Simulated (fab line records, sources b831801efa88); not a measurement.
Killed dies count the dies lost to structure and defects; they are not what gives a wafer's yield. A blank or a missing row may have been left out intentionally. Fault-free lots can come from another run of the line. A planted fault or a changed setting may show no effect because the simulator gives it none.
The tool behind it: which one? / flow sky130 / 12 lots with 36 wafers sampled at 4 steps, on a route of 708 steps

== WHAT EACH GAUGE READ, for each wafer ==
SKY_VIA2_RS_MEAS_22: measurement is done with a four-point probe. Usual: VIA2_W_RS typically reads 0.2759 ohm/sq, with standard deviation 0.0027.
lot=L343; measured=day 36 08:22; on=filmMetro-04; VIA2_W_RS (ohm/sq)=0.2771 0.2808 0.2733; flag=
lot=L345; measured=day 37 11:17; on=filmMetro-02; VIA2_W_RS (ohm/sq)=0.2733 0.2726 0.2704; flag=
lot=L346; measured=day 37 16:26; on=filmMetro-01; VIA2_W_RS (ohm/sq)=0.2793 0.2758 0.2759; flag=
lot=L347; measured=day 38 18:04; on=filmMetro-02; VIA2_W_RS (ohm/sq)=0.2781 0.2784 0.2789; flag=
lot=L349; measured=day 38 21:01; on=filmMetro-04; VIA2_W_RS (ohm/sq)=0.2739 0.2764 0.2773; flag=
lot=L348; measured=day 38 22:39; on=filmMetro-02; VIA2_W_RS (ohm/sq)=0.2796 0.2774 0.2747; flag=
lot=L351; measured=day 39 06:31; on=filmMetro-04; VIA2_W_RS (ohm/sq)=0.2768 0.2735 0.2774; flag=
lot=L353; measured=day 39 14:44; on=filmMetro-01; VIA2_W_RS (ohm/sq)=0.2761 0.2737 0.2754; flag=
lot=L354; measured=day 40 01:57; on=filmMetro-02; VIA2_W_RS (ohm/sq)=0.2741 0.2757 0.2741; flag=
lot=L356; measured=day 40 14:39; on=filmMetro-01; VIA2_W_RS (ohm/sq)=0.2821 0.2806 0.2805; flag=
lot=L360; measured=day 41 19:40; on=filmMetro-04; VIA2_W_RS (ohm/sq)=0.2779 0.2764 0.2771; flag=
lot=L363; measured=day 42 14:58; on=filmMetro-04; VIA2_W_RS (ohm/sq)=0.2738 0.2781 0.2743; flag=

== TOOL THAT RAN EACH LOT (tool first, then ch and the chambers of the sampled wafers, then the start) ==
lot=L343; SKY_CONTACT_ETCH_17=rieDiel-01 ch 0,2,3, day 31 13:24; SKY_METAL1_SPUTTER_02=pvdSputter-04, day 31 14:49; SKY_METAL1_STRIP_20=plasmaAsher-04 ch 0,1, day 32 19:16
lot=L345; SKY_CONTACT_ETCH_17=rieDiel-04 ch 0,2, day 32 16:46; SKY_METAL1_SPUTTER_02=pvdSputter-01, day 32 18:17; SKY_METAL1_STRIP_20=plasmaAsher-03 ch 0, day 33 21:02
lot=L346; SKY_CONTACT_ETCH_17=rieDiel-03 ch 0,1, day 32 23:19; SKY_METAL1_SPUTTER_02=pvdSputter-03, day 33 00:43; SKY_METAL1_STRIP_20=plasmaAsher-01 ch 0,1, day 34 04:05
lot=L347; SKY_CONTACT_ETCH_17=rieDiel-04 ch 0,1, day 34 02:16; SKY_METAL1_SPUTTER_02=pvdSputter-03, day 34 03:41; SKY_METAL1_STRIP_20=plasmaAsher-03 ch 0,1, day 35 06:06
lot=L349; SKY_CONTACT_ETCH_17=rieDiel-04 ch 0,1, day 34 04:36; SKY_METAL1_SPUTTER_02=pvdSputter-01, day 34 06:01; SKY_METAL1_STRIP_20=plasmaAsher-04 ch 0,1, day 35 09:42
lot=L348; SKY_CONTACT_ETCH_17=rieDiel-03 ch 1,2,3, day 34 05:21; SKY_METAL1_SPUTTER_02=pvdSputter-01, day 34 06:47; SKY_METAL1_STRIP_20=plasmaAsher-03 ch 0,1, day 35 10:53
lot=L351; SKY_CONTACT_ETCH_17=rieDiel-03 ch 0,3, day 34 15:04; SKY_METAL1_SPUTTER_02=pvdSputter-01, day 34 16:28; SKY_METAL1_STRIP_20=plasmaAsher-03 ch 0,1, day 35 19:34
lot=L353; SKY_CONTACT_ETCH_17=rieDiel-03 ch 1,2,3, day 34 22:28; SKY_METAL1_SPUTTER_02=pvdSputter-01, day 34 23:52; SKY_METAL1_STRIP_20=plasmaAsher-03 ch 0,1, day 36 03:16
lot=L354; SKY_CONTACT_ETCH_17=rieDiel-01 ch 0,3, day 35 11:33; SKY_METAL1_SPUTTER_02=pvdSputter-04, day 35 13:01; SKY_METAL1_STRIP_20=plasmaAsher-03 ch 0,1, day 36 16:02
lot=L356; SKY_CONTACT_ETCH_17=rieDiel-04 ch 0,1,3, day 36 02:12; SKY_METAL1_SPUTTER_02=pvdSputter-03, day 36 03:36; SKY_METAL1_STRIP_20=plasmaAsher-03 ch 0,1, day 37 06:39
lot=L360; SKY_CONTACT_ETCH_17=rieDiel-01 ch 0,1,2, day 37 08:36; SKY_METAL1_SPUTTER_02=pvdSputter-03, day 37 09:59; SKY_METAL1_STRIP_20=plasmaAsher-01 ch 0,1, day 38 12:26
lot=L363; SKY_CONTACT_ETCH_17=rieDiel-04 ch 1,3, day 38 05:09; SKY_METAL1_SPUTTER_02=pvdSputter-03, day 38 06:40; SKY_METAL1_STRIP_20=plasmaAsher-04 ch 0,1, day 39 08:14
- SKY_CONTACT_ETCH_17: etches SiO2 in C4F8/O2/Ar, stops on Si3N4, target depth 340 nm.
- SKY_METAL1_SPUTTER_02: material AlCu, target thk 250 nm, time 13.3 s.
- SKY_METAL1_STRIP_20: strips in O2/N2.

== AS READ BY THE TOOLS THEMSELVES (means over the sampled wafers that have a number; for cases with no such wafer, the mark the record gives instead) ==
SKY_CONTACT_ETCH_17. Usual: oesProductAu reads 0.890 a.u. (standard deviation 0.0052).
lot=L343; tool=rieDiel-01; oesProductAu (a.u.)=0.888; flag=
lot=L345; tool=rieDiel-04; oesProductAu (a.u.)=0.887; flag=
lot=L346; tool=rieDiel-03; oesProductAu (a.u.)=0.891; flag=
lot=L347; tool=rieDiel-04; oesProductAu (a.u.)=0.890; flag=
lot=L349; tool=rieDiel-04; oesProductAu (a.u.)=0.888; flag=
lot=L348; tool=rieDiel-03; oesProductAu (a.u.)=0.892; flag=
lot=L351; tool=rieDiel-03; oesProductAu (a.u.)=0.893; flag=
lot=L353; tool=rieDiel-03; oesProductAu (a.u.)=0.890; flag=
lot=L354; tool=rieDiel-01; oesProductAu (a.u.)=0.887; flag=
lot=L356; tool=rieDiel-04; oesProductAu (a.u.)=0.894; flag=
lot=L360; tool=rieDiel-01; oesProductAu (a.u.)=0.893; flag=
lot=L363; tool=rieDiel-04; oesProductAu (a.u.)=0.893; flag=

SKY_METAL1_SPUTTER_02. Usual: chamberPressurePa 0.4000 Pa, standard deviation 0.00077; throttleValvePct 29.8 %, standard deviation 1.1.
lot=L343; tool=pvdSputter-04; chamberPressurePa (Pa)=0.3992; throttleValvePct (%)=28.7; flag=
lot=L345; tool=pvdSputter-01; chamberPressurePa (Pa)=0.4001; throttleValvePct (%)=30.8; flag=
lot=L346; tool=pvdSputter-03; chamberPressurePa (Pa)=0.3999; throttleValvePct (%)=29.3; flag=
lot=L347; tool=pvdSputter-03; chamberPressurePa (Pa)=0.4005; throttleValvePct (%)=29.8; flag=
lot=L349; tool=pvdSputter-01; chamberPressurePa (Pa)=0.4007; throttleValvePct (%)=30.3; flag=
lot=L348; tool=pvdSputter-01; chamberPressurePa (Pa)=0.3998; throttleValvePct (%)=30.6; flag=
lot=L351; tool=pvdSputter-01; chamberPressurePa (Pa)=0.3998; throttleValvePct (%)=30.5; flag=
lot=L353; tool=pvdSputter-01; chamberPressurePa (Pa)=0.4001; throttleValvePct (%)=30.8; flag=
lot=L354; tool=pvdSputter-04; chamberPressurePa (Pa)=0.4001; throttleValvePct (%)=29.6; flag=
lot=L356; tool=pvdSputter-03; chamberPressurePa (Pa)=0.4000; throttleValvePct (%)=29.4; flag=
lot=L360; tool=pvdSputter-03; chamberPressurePa (Pa)=0.4005; throttleValvePct (%)=29.5; flag=
lot=L363; tool=pvdSputter-03; chamberPressurePa (Pa)=0.3999; throttleValvePct (%)=29.6; flag=

SKY_METAL1_STRIP_20. Usual: drypumpMotorCurrentA 5.4 A, standard deviation 0.31; n2FlowSccm 299.9 sccm, standard deviation 0.99; oesProductAu 0.344 a.u., standard deviation 0.0049; stripTimeToEndpointS 2.71 s, standard deviation 0.037.
lot=L343; tool=plasmaAsher-04; drypumpMotorCurrentA (A)=5.4; n2FlowSccm (sccm)=299.0; oesProductAu (a.u.)=0.340; stripTimeToEndpointS (s)=2.68; flag=
lot=L345; tool=plasmaAsher-03; drypumpMotorCurrentA (A)=5.3; n2FlowSccm (sccm)=299.2; oesProductAu (a.u.)=0.347; stripTimeToEndpointS (s)=2.72; flag=
lot=L346; tool=plasmaAsher-01; drypumpMotorCurrentA (A)=5.4; n2FlowSccm (sccm)=299.9; oesProductAu (a.u.)=0.342; stripTimeToEndpointS (s)=2.73; flag=
lot=L347; tool=plasmaAsher-03; drypumpMotorCurrentA (A)=5.3; n2FlowSccm (sccm)=299.3; oesProductAu (a.u.)=0.346; stripTimeToEndpointS (s)=2.73; flag=
lot=L349; tool=plasmaAsher-04; drypumpMotorCurrentA (A)=5.4; n2FlowSccm (sccm)=300.1; oesProductAu (a.u.)=0.347; stripTimeToEndpointS (s)=2.75; flag=
lot=L348; tool=plasmaAsher-03; drypumpMotorCurrentA (A)=5.3; n2FlowSccm (sccm)=300.0; oesProductAu (a.u.)=0.339; stripTimeToEndpointS (s)=2.68; flag=
lot=L351; tool=plasmaAsher-03; drypumpMotorCurrentA (A)=5.3; n2FlowSccm (sccm)=299.2; oesProductAu (a.u.)=0.341; stripTimeToEndpointS (s)=2.66; flag=
lot=L353; tool=plasmaAsher-03; drypumpMotorCurrentA (A)=5.3; n2FlowSccm (sccm)=301.0; oesProductAu (a.u.)=0.342; stripTimeToEndpointS (s)=2.75; flag=
lot=L354; tool=plasmaAsher-03; drypumpMotorCurrentA (A)=5.3; n2FlowSccm (sccm)=299.1; oesProductAu (a.u.)=0.347; stripTimeToEndpointS (s)=2.69; flag=
lot=L356; tool=plasmaAsher-03; drypumpMotorCurrentA (A)=5.3; n2FlowSccm (sccm)=300.6; oesProductAu (a.u.)=0.341; stripTimeToEndpointS (s)=2.75; flag=
lot=L360; tool=plasmaAsher-01; drypumpMotorCurrentA (A)=5.4; n2FlowSccm (sccm)=299.8; oesProductAu (a.u.)=0.343; stripTimeToEndpointS (s)=2.73; flag=
lot=L363; tool=plasmaAsher-04; drypumpMotorCurrentA (A)=5.6; n2FlowSccm (sccm)=300.3; oesProductAu (a.u.)=0.347; stripTimeToEndpointS (s)=2.75; flag=

== THE ANSWER, worked out from the rows above alone ==
Rule: take the mean of a lot's wafers that have a number; if it is more than 3 standard deviations from the usual mean, the lot is off. Also off: a lot with no number at a reading for which 4 or more lots have one. Any other lot the step has rows for is counted as sound. First the gauges in route order, then the tools' own readings, where a lot's mean is used as printed above. At the first step where some lot is off, the reading lying furthest off is the one used; lots without a number count as furthest.
Nothing can be told from this: no lot is off at any reading shown.

== WHAT WAS PUT IN BY THE SIMULATOR ==
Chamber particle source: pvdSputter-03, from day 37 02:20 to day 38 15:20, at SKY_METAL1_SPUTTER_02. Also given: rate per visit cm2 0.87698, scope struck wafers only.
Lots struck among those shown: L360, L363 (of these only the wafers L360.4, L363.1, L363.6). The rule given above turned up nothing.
